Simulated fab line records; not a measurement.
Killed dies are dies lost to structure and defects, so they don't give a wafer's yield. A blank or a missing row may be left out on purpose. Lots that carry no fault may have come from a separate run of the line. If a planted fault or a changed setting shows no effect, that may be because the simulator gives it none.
Comparing a struck lot with a sound one    flow sky130    44 steps out of a route of 708
Sound: the wafers L427.3, L427.4, L427.6. Wafers struck: L429.2, L429.5, L429.6. The cause comes at the end.
Each step with rows lists, per side, the tool, then ch with its chambers, then its first start. Under that, the readings that differ: sound wafers    struck wafers    difference of the means    sigmas: that difference in standard deviations of wafers without a fault.
alike: readings whose means differ by less than 2 such deviations, and words and numbers that are the same on both sides. not compared: withheld readings, readings that some wafer has no value for, bounds like >300 that may hide the same value, and numbers for which the record gives no deviation and whose values overlap.
The two part at a step that has a row with sigmas, a row that says differs or no value, or rows on one side only. When numbers do not overlap yet have no deviation, they are printed without sigmas and do not part them. A reading missing from all wafers of one side parts the sides only when that side holds two or more wafers.

first, 2 steps without rows for these wafers: SKY_DNWELL_DEVELOP_06 (develop time 60 s); SKY_DNWELL_IMPLANT_07.
SKY_DNWELL_STRIP_08: strips in O2/N2.
  sound on plasma-asher-04 ch 0,1, day 3 21:25; struck on plasma-asher-02 ch 0,1, day 4 06:57
reading                       sound              struck             difference  sigmas
strip-time-to-endpoint-s (s)  36.96 36.95 37.00  36.73 36.71 36.73  -0.25       -2
  alike: drypump-motor-current-A, oes-product-au
  not compared: rf-hours-counter-h
SKY_DNWELL_TW_MEAS_09:
  sound on film-metro-02, day 3 21:31; struck on film-metro-03, day 4 07:04
reading    sound           struck          difference  sigmas
DNWELL_TW  1101 1098 1092  1125 1125 1123  +27         +2
then, 7 steps without rows for these wafers: SKY_PWDE_DEHYDRATE_00 (time 60 s); SKY_PWDE_HMDS_01 (prime time 60 s); SKY_PWDE_COAT_02 (resist thk 3000 nm); SKY_PWDE_SOFTBAKE_03; SKY_PWDE_EXPOSE_04 (exposes mask PWDEM, target cd 840 nm); SKY_PWDE_PEB_05; SKY_PWDE_DEVELOP_06 (develop time 60 s).
SKY_PWDE_OVL_MEAS_07:
  sound on overlay-01, day 4 14:06; struck on overlay-01, day 4 23:56
  alike: PWDE_OVL
SKY_PWDE_IMPLANT_08:
  sound on implanter-04 ch 0, day 4 14:10; struck on implanter-04 ch 0, day 5 00:00
reading                    sound                 struck                difference  sigmas
beam-energy-keV            149.95 150.03 149.99  127.98 128.04 127.99  -21.99      -99 or more
model.implant.rp-nm (nm)   428.9 428.9 428.9     397.9 397.9 397.9     -31.0       
model.implant.drp-nm (nm)  97.97 97.97 97.97     92.22 92.22 92.22     -5.75       
SKY_PWDE_STRIP_09: strips in O2/N2.
  sound on plasma-asher-01 ch 0,1, day 4 14:19; struck on plasma-asher-02 ch 0,1, day 5 00:07
  alike: drypump-motor-current-A, oes-product-au, strip-time-to-endpoint-s
  not compared: rf-hours-counter-h
SKY_PWDE_TW_MEAS_10:
  sound on film-metro-03, day 4 14:23; struck on film-metro-03, day 5 00:14
  alike: PWDE_TW
then, 7 steps without rows for these wafers: SKY_NWELL_DEHYDRATE_03 (time 60 s); SKY_NWELL_HMDS_04 (prime time 60 s); SKY_NWELL_COAT_05 (resist thk 3000 nm); SKY_NWELL_SOFTBAKE_06; SKY_NWELL_EXPOSE_07 (exposes mask NWM, target cd 840 nm); SKY_NWELL_PEB_08; SKY_NWELL_DEVELOP_09 (develop time 60 s).
SKY_NWELL_OVL_MEAS_10:
  sound on overlay-01, day 5 07:33; struck on overlay-02, day 5 17:37
  alike: NWELL_00_OVL
then, 3 steps without rows for these wafers: SKY_NWELL_IMPLANT_11; SKY_NWELL_IMPLANT_12; SKY_NWELL_IMPLANT_13.
SKY_NWELL_STRIP_14: strips in O2/N2.
  sound on plasma-asher-01 ch 0,1, day 5 08:04; struck on plasma-asher-03 ch 0,1, day 5 18:05
  alike: drypump-motor-current-A, oes-product-au, strip-time-to-endpoint-s
  not compared: rf-hours-counter-h
SKY_NWELL_TW_MEAS_15:
  sound on film-metro-04, day 5 08:08; struck on film-metro-04, day 5 18:12
  alike: NWELL_TW
then, 7 steps without rows for these wafers: SKY_NWELL_DEHYDRATE_16 (time 60 s); SKY_NWELL_HMDS_17 (prime time 60 s); SKY_NWELL_COAT_18 (resist thk 3000 nm); SKY_NWELL_SOFTBAKE_19; SKY_NWELL_EXPOSE_20 (exposes mask NWM COMPLEMENT, target cd 840 nm); SKY_NWELL_PEB_21; SKY_NWELL_DEVELOP_22 (develop time 60 s).
SKY_NWELL_OVL_MEAS_23:
  sound on overlay-02, day 6 02:27; struck on overlay-01, day 6 12:38
  alike: NWELL_01_OVL
then, 1 step without rows for these wafers: SKY_NWELL_IMPLANT_24.
SKY_NWELL_STRIP_25: strips in O2/N2.
  sound on plasma-asher-01 ch 0,1, day 6 02:40; struck on plasma-asher-04 ch 0,1, day 6 12:49
reading                       sound              struck             difference  sigmas
strip-time-to-endpoint-s (s)  36.89 36.91 36.83  37.16 37.17 37.12  +0.27       +2
  alike: drypump-motor-current-A, oes-product-au
  not compared: rf-hours-counter-h
SKY_NWELL_TW_MEAS_26:
  sound on film-metro-04, day 6 02:44; struck on film-metro-03, day 6 12:56
  alike: NWELL_2_TW
then, 1 step without rows for these wafers: SKY_NWELL_CLEAN_27 (cleans in SC1/SC2, time 150 s).
SKY_NWELL_RTA_28: time 30 s.
  sound on rtp-anneal-01 ch 0, day 6 03:02; struck on rtp-anneal-01 ch 0, day 6 13:03
  alike: lamp-power-pct, wafer_temp_C_max
SKY_NWELL_RS_MEAS_29: the measuring method here is four-point-probe.
  sound on film-metro-03, day 6 03:08; struck on film-metro-02, day 6 13:09
  alike: NWELL_RS
SKY_NWELL_RS_MEAS_31: the measuring method here is four-point-probe.
  sound on film-metro-03, day 6 03:23; struck on film-metro-02, day 6 13:23
reading           sound           struck          difference  sigmas
PWDE_RS (ohm/sq)  5260 5266 5266  5343 5328 5334  +71         +4
-- the record jumps here: 40 days lie between the struck wafers' starts before and after (it left off in module NWELL and takes up again in module PAD_OPEN, whose first step shown is number 708 of the route) --
SKY_PAD_OPEN_PROBE_99:
  sound on prober-02, day 46 11:40; struck on prober-01, day 47 00:46
reading                                  sound                          struck                         difference  sigmas
model.etest.res_p_drift_20v.line-ohm-um  1.263e+04 1.235e+04 1.258e+04  1.738e+04 1.533e+04 1.764e+04  +4.263e+03  
model.etest.res_p_drift_20v.rs-ohm-sq    1.072e+04 1.037e+04 1.055e+04  1.445e+04 1.255e+04 1.441e+04  +3.257e+03  
  alike: killed_at_M0_to_M3, killed_at_M4_up, killed-at-contacts, killed-at-front-end, killed-at-other, killed-dies, killed-open, killed-short

== WHERE THEY PART ==
First at SKY_DNWELL_STRIP_08; last, within this record, at SKY_NWELL_RS_MEAS_31. Later steps at which nothing parts them and some readings are alike: SKY_PAD_OPEN_PROBE_99.

WHY: what the simulator had put in
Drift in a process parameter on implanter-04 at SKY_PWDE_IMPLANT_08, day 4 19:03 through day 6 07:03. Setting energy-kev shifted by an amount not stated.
